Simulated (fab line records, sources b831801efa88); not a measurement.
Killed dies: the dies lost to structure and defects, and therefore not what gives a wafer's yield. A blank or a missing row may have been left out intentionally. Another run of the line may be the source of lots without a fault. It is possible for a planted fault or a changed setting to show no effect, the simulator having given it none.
2 desks looking at one fault || flow gf180mcu || each desk holds nothing but its own numbers, with what lay behind them at the end

== AT THE TOOL OWNER'S DESK: pvdSputter-03 ==
The tool's own readings at GF_M2_SPUTTER_02 (material AlCu, target thk 450 nm, time 23.9 s): means of the sampled wafers that have a number, for each lot that ran on this tool. A lot is out of limits, marked OUT, if its mean lies more than 4 standard deviations from the usual mean; the brackets give that distance.
Columns: A = throttleValvePct at GF_M2_SPUTTER_02, usual 30.1 %
{"lot": "L429", "first seen here": "day 20 04:34", "A": 30.1}
{"lot": "L430", "first seen here": "day 20 10:21", "A": 29.0}
{"lot": "L431", "first seen here": "day 20 21:24", "A": 29.4}
{"lot": "L443", "first seen here": "day 25 00:05", "A": 30.1}
{"lot": "L446", "first seen here": "day 25 22:53", "A": 30.2}
This desk's verdict: no lot among the 5 shows anything out of limits.

== METROLOGY DESK ==
What the gauges read for every lot (on any tool): the sampled wafers with a number, averaged. A lot is out of limits, marked OUT, if its mean lies more than 4 standard deviations from the usual mean; the brackets give that distance.
Columns: A = V1_W_THK at GF_V1_THK_MEAS_25, usual 342 nm; B = M2_ALCU_RS at GF_M2_RS_MEAS_05, usual 0.0697 ohm/sq; C = M2_ALCU_THK at GF_M2_THK_MEAS_06, usual 449 nm
{"lot": "L424", "first seen here": "day 18 03:29", "A": 347, "B": 0.0701, "C": 447}
{"lot": "L428", "first seen here": "day 19 17:05", "A": 339, "B": 0.0693, "C": 453}
{"lot": "L429", "first seen here": "day 20 04:04", "A": 350, "B": "0.0840 (+20) OUT", "C": "388 (-12) OUT"}
{"lot": "L430", "first seen here": "day 20 09:53", "A": 334, "B": "0.1108 (+57) OUT", "C": "282 (-31) OUT"}
{"lot": "L431", "first seen here": "day 20 20:56", "A": 346, "B": "0.1103 (+56) OUT", "C": "286 (-31) OUT"}
{"lot": "L436", "first seen here": "day 22 20:53", "A": 339, "B": 0.0681, "C": 457}
{"lot": "L437", "first seen here": "day 23 04:02", "A": 343, "B": 0.0694, "C": 453}
{"lot": "L442", "first seen here": "day 24 18:31", "A": 338, "B": 0.0703, "C": 446}
{"lot": "L443", "first seen here": "day 24 23:35", "A": 337, "B": 0.0703, "C": 442}
{"lot": "L446", "first seen here": "day 25 22:24", "A": 337, "B": 0.0695, "C": 448}
{"lot": "L447", "first seen here": "day 26 08:00", "A": 339, "B": 0.0700, "C": 449}
Per this desk, out of limits: L429, L430, L431; the first was L429, day 20 04:40 (M2_ALCU_RS at GF_M2_RS_MEAS_05). Within limits: L424, L428, L436, L437, L442, L443, L446, L447.

== PUT TOGETHER ==
At day 20 04:40 the metrology desk could have sounded an alarm, on L429, L430, L431.
Nothing out of limits was seen by the tool owner's desk.
Tool owner's desk: L429, L430, L431 on record, inside its limits.
All the named lots went through GF_M2_SPUTTER_02 on pvdSputter-03.

== WHAT THE SIMULATOR PUT IN ==
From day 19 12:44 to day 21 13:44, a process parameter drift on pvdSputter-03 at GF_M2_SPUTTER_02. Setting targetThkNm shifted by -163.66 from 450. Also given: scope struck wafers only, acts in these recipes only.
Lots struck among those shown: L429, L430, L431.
Hours from the fault's start to each desk's first reading out of limits: the metrology desk, 16.
